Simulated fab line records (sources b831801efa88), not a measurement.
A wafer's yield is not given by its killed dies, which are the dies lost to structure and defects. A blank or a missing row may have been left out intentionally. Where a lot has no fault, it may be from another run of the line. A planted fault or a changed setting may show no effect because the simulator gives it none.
Comparing a struck lot with a sound one + flow gf180mcu + 14 out of 602 route steps
Sound: wafers L946.4, L946.5, L946.6. The struck wafers were L940.1, L940.3, L940.5. Last of all comes the cause.
Order at every step that has rows: each side's tool, ch and its chambers, its first start. Under that, the readings that differ: sound wafers + struck wafers + difference of the means + sigmas: that difference in standard deviations of wafers without a fault.
alike: a reading whose means differ by less than 2 such deviations, as well as words and numbers matching on both sides. not compared: withheld readings; readings where some wafer has no value; bounds like >300 that might hide an equal value; numbers whose values overlap and for which the record gives no deviation.
The two part at a step that has a row with sigmas, a row that says differs or no value, or rows on one side only. Numbers that don't overlap but have no deviation are shown without sigmas and don't part them. Lack of a reading on every wafer of one side parts them only where that side has two or more wafers.

GF_V3_THK_MEAS_01:
  sound on film metro-03, day 26 23:55; struck on film metro-01, day 24 21:14
  alike: V3_CVD_00_THK
GF_V3_CVD_02: deposits SiO2 from TEOS, target thk 850 nm, time 94.851 s.
  sound on pecvd-02 ch 0,1,2, day 26 23:59; struck on pecvd-04 ch 0,1,2, day 24 21:18
  alike: heater power w, rf fwd power W
GF_V3_THK_MEAS_03:
  sound on film metro-02, day 27 00:02; struck on film metro-02, day 24 21:22
  alike: V3_CVD_02_THK
GF_V3_CMP_04: polishes SiO2.
  sound on cmp-01 ch 0,1,2, day 27 00:13; struck on cmp-01 ch 0,1,2, day 25 01:10
  alike: motor current A, retaining ring pressure frac, time to endpoint s
GF_V3_BOW_MEAS_05:
  sound on film metro-02, day 27 00:26; struck on film metro-03, day 25 01:22
  alike: V3_BOW
then, 7 steps without rows for these wafers: GF_V3_DEHYDRATE_06 (time 60 s); GF_V3_HMDS_07 (prime time 60 s); GF_V3_COAT_08; GF_V3_COAT_09 (resist thk 1000 nm); GF_V3_SOFTBAKE_10 (time 60 s); GF_V3_EXPOSE_11 (exposes mask Via3, target cd 260 nm); GF_V3_PEB_12 (peb time 90 s).
GF_V3_DEVELOP_13: develop time 60 s.
  sound on litho track-02 ch 0, day 27 20:07; struck on litho track-02, day 25 22:08
  no value came back on the struck wafers for chill plate temp C (C), develop time s (s), exhaust pa (Pa); on the sound wafers chill plate temp C (C) reads 23.16 23.15 23.07
| reading                             | sound             | struck            | difference | sigmas |
|-------------------------------------|-------------------|-------------------|------------|--------|
| model.KrF_of_V3_COAT_09.thk nm (nm) | 986.9 988.6 990.6 | 998.8 999.3 999.8 | +10.6      |        |
GF_V3_CD_MEAS_14: the cd target is 260 nm.
  sound on cd sem-01, day 27 20:15; struck on cd sem-02, day 25 22:17
| reading    | sound             | struck | difference                    | sigmas |
|------------|-------------------|--------|-------------------------------|--------|
| cd nm (nm) | 257.9 258.5 258.7 | - - -  | no value on the struck wafers |        |

WHERE THEY PART
First at GF_V3_DEVELOP_13; last, within this record, at GF_V3_CD_MEAS_14.

WHY: the cause the simulator had injected
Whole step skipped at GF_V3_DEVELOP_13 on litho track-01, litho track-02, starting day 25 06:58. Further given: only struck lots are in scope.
